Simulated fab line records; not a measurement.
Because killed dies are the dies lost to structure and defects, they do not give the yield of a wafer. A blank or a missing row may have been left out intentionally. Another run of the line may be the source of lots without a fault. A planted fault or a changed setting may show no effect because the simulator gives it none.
Which tool did it? + flow sky130 + 10 lots, 30 wafers sampled, at 5 steps of a route of 708

## WHAT THE GAUGES SHOWED, per wafer
SKY_FIELD_ISO_CD_MEAS_13: the cd target is 150 nm. Usual: cd-nm 150.1 nm, standard deviation 1.9.
| lot  | measured    | on        | cd-nm (nm)        | flag |
|------|-------------|-----------|-------------------|------|
| L644 | day 2 19:48 | cd-sem-02 | 149.7 151.2 150.6 |      |
| L646 | day 3 06:40 | cd-sem-01 | 151.5 152.5 150.5 |      |
| L647 | day 3 12:46 | cd-sem-02 | 148.1 146.4 147.9 |      |
| L648 | day 3 19:14 | cd-sem-02 | 151.2 151.5 150.4 |      |
| L656 | day 5 11:32 | cd-sem-02 | 150.0 150.6 150.6 |      |
| L658 | day 6 06:13 | cd-sem-01 | 151.9 151.5 150.9 |      |
| L660 | day 6 11:58 | cd-sem-02 | 150.9 151.7 151.8 |      |
| L661 | day 6 16:01 | cd-sem-02 | 151.7 151.4 150.3 |      |
| L662 | day 6 18:17 | cd-sem-01 | 147.8 148.4 148.1 |      |
| L664 | day 7 03:20 | cd-sem-01 | 148.4 149.2 149.5 |      |

SKY_VT_ADJUST_HVTP_CD_MEAS_07: the cd target is 380 nm. Usual: cd-nm 378.4 nm, standard deviation 2.6.
| lot  | measured     | on        | cd-nm (nm)        | flag |
|------|--------------|-----------|-------------------|------|
| L644 | day 7 04:35  | cd-sem-01 | 376.3 376.4 377.9 |      |
| L646 | day 7 12:16  | cd-sem-01 | 382.5 381.5 379.4 |      |
| L647 | day 7 17:01  | cd-sem-01 | 377.1 377.0 378.9 |      |
| L648 | day 7 22:18  | cd-sem-01 | - - -             | OFF  |
| L656 | day 9 23:11  | cd-sem-01 | 375.1 373.8 374.2 |      |
| L658 | day 10 22:52 | cd-sem-01 | 381.7 380.7 378.3 |      |
| L660 | day 11 04:44 | cd-sem-02 | 382.9 377.8 382.0 |      |
| L661 | day 11 08:55 | cd-sem-02 | 378.8 380.8 378.7 |      |
| L662 | day 11 11:47 | cd-sem-01 | 378.4 377.2 377.2 |      |
| L664 | day 12 03:38 | cd-sem-01 | 375.4 376.5 374.5 |      |

SKY_VT_ADJUST_HVTP_TW_MEAS_11. Usual: VT_ADJUST_HVTP_TW gives 1352 (standard deviation 11).
| lot  | measured     | on            | VT_ADJUST_HVTP_TW | flag |
|------|--------------|---------------|-------------------|------|
| L644 | day 7 04:59  | film-metro-01 | 1365 1368 1368    |      |
| L646 | day 7 12:40  | film-metro-03 | 1333 1335 1338    |      |
| L647 | day 7 17:24  | film-metro-02 | 1343 1353 1342    |      |
| L648 | day 7 22:42  | film-metro-02 | 30 30 30          | OFF  |
| L656 | day 9 23:35  | film-metro-03 | 1345 1344 1343    |      |
| L658 | day 10 23:16 | film-metro-01 | 1361 1374 1369    |      |
| L660 | day 11 05:08 | film-metro-02 | 1362 1359 1359    |      |
| L661 | day 11 09:19 | film-metro-03 | 1328 1331 1339    |      |
| L662 | day 11 12:11 | film-metro-02 | 1358 1357 1358    |      |
| L664 | day 12 04:02 | film-metro-01 | 1371 1367 1374    |      |

SKY_VT_ADJUST_LVTN_TW_MEAS_10. Usual: VT_ADJUST_LVTN_TW gives 239.7 (standard deviation 1.8).
| lot  | measured     | on            | VT_ADJUST_LVTN_TW    | flag |
|------|--------------|---------------|----------------------|------|
| L644 | day 8 00:08  | film-metro-03 | 237.5 238.0 238.6    |      |
| L646 | day 8 08:46  | film-metro-02 | 242.2 241.9 242.2    |      |
| L647 | day 8 14:02  | film-metro-03 | 237.1 238.8 239.1    |      |
| L648 | day 8 18:59  | film-metro-02 | 1360.4 1361.9 1361.7 | OFF  |
| L656 | day 10 22:14 | film-metro-04 | 239.0 239.3 237.2    |      |
| L658 | day 11 22:14 | film-metro-04 | 237.6 238.6 238.6    |      |
| L660 | day 12 03:37 | film-metro-02 | 242.1 241.3 241.1    |      |
| L661 | day 12 07:34 | film-metro-02 | 241.9 242.4 242.0    |      |
| L662 | day 12 10:49 | film-metro-04 | 237.9 237.8 238.4    |      |
| L664 | day 13 04:25 | film-metro-03 | 240.1 238.9 240.2    |      |

## WHICH TOOL RAN EACH LOT (tool, then ch and the chambers of the sampled wafers, then the start)
| lot  | SKY_VT_ADJUST_HVTP_EXPOSE_04        |
|------|-------------------------------------|
| L644 | iline-stepper-01 ch 0, day 6 19:17  |
| L646 | iline-stepper-01 ch 0, day 7 02:56  |
| L647 | iline-stepper-02 ch 0, day 7 08:08  |
| L648 | iline-stepper-02 ch 0, day 7 13:12  |
| L656 | iline-stepper-02 ch 0, day 9 12:44  |
| L658 | iline-stepper-01 ch 0, day 10 12:16 |
| L660 | iline-stepper-02 ch 0, day 10 17:55 |
| L661 | iline-stepper-02 ch 0, day 10 20:49 |
| L662 | iline-stepper-02 ch 0, day 10 23:48 |
| L664 | iline-stepper-02 ch 0, day 11 16:52 |
- SKY_VT_ADJUST_HVTP_EXPOSE_04: exposes mask HVTPM, target cd 380 nm.

## AS READ BY THE TOOLS THEMSELVES (means over the sampled wafers that have a number; for cases with no such wafer, the mark the record gives instead)
SKY_VT_ADJUST_HVTP_EXPOSE_04. Usual: exposure-dose-mJ-cm2 140.82, standard deviation 0.14.
| lot  | tool             | exposure-dose-mJ-cm2 | flag |
|------|------------------|----------------------|------|
| L644 | iline-stepper-01 | 140.77               |      |
| L646 | iline-stepper-01 | 140.80               |      |
| L647 | iline-stepper-02 | 140.83               |      |
| L648 | iline-stepper-02 | 140.80               |      |
| L656 | iline-stepper-02 | 140.82               |      |
| L658 | iline-stepper-01 | 140.76               |      |
| L660 | iline-stepper-02 | 140.71               |      |
| L661 | iline-stepper-02 | 140.82               |      |
| L662 | iline-stepper-02 | 140.92               |      |
| L664 | iline-stepper-02 | 140.79               |      |

## THE ANSWER, worked out from the rows above alone
Rule: take the mean of a lot's wafers that have a number; if it is more than 3 standard deviations from the usual mean, the lot is off. Also off: a lot with no number at a reading for which 4 or more lots have one. All remaining lots with rows at the step are treated as sound. After the gauges, taken in route order, come the tools' own readings; for these a lot's mean is taken, as printed above. The first step at which some lot is off is used, and at that step the reading that is off furthest; a lot without a number counts as furthest.
Off at SKY_VT_ADJUST_HVTP_CD_MEAS_07 (cd-nm): L648. Without a number there: L648.
A tool fits if, at a process step before that reading, it ran every lot that is off, and no sound lot after the first of them. The gauges at SKY_VT_ADJUST_HVTP_CD_MEAS_07 aren't tried: what is off there is off at SKY_VT_ADJUST_HVTP_TW_MEAS_11 too, on other tools, and a gauge's error can't cause that. Of those tried, none fits.

## WHAT HAD BEEN PUT IN BY THE SIMULATOR
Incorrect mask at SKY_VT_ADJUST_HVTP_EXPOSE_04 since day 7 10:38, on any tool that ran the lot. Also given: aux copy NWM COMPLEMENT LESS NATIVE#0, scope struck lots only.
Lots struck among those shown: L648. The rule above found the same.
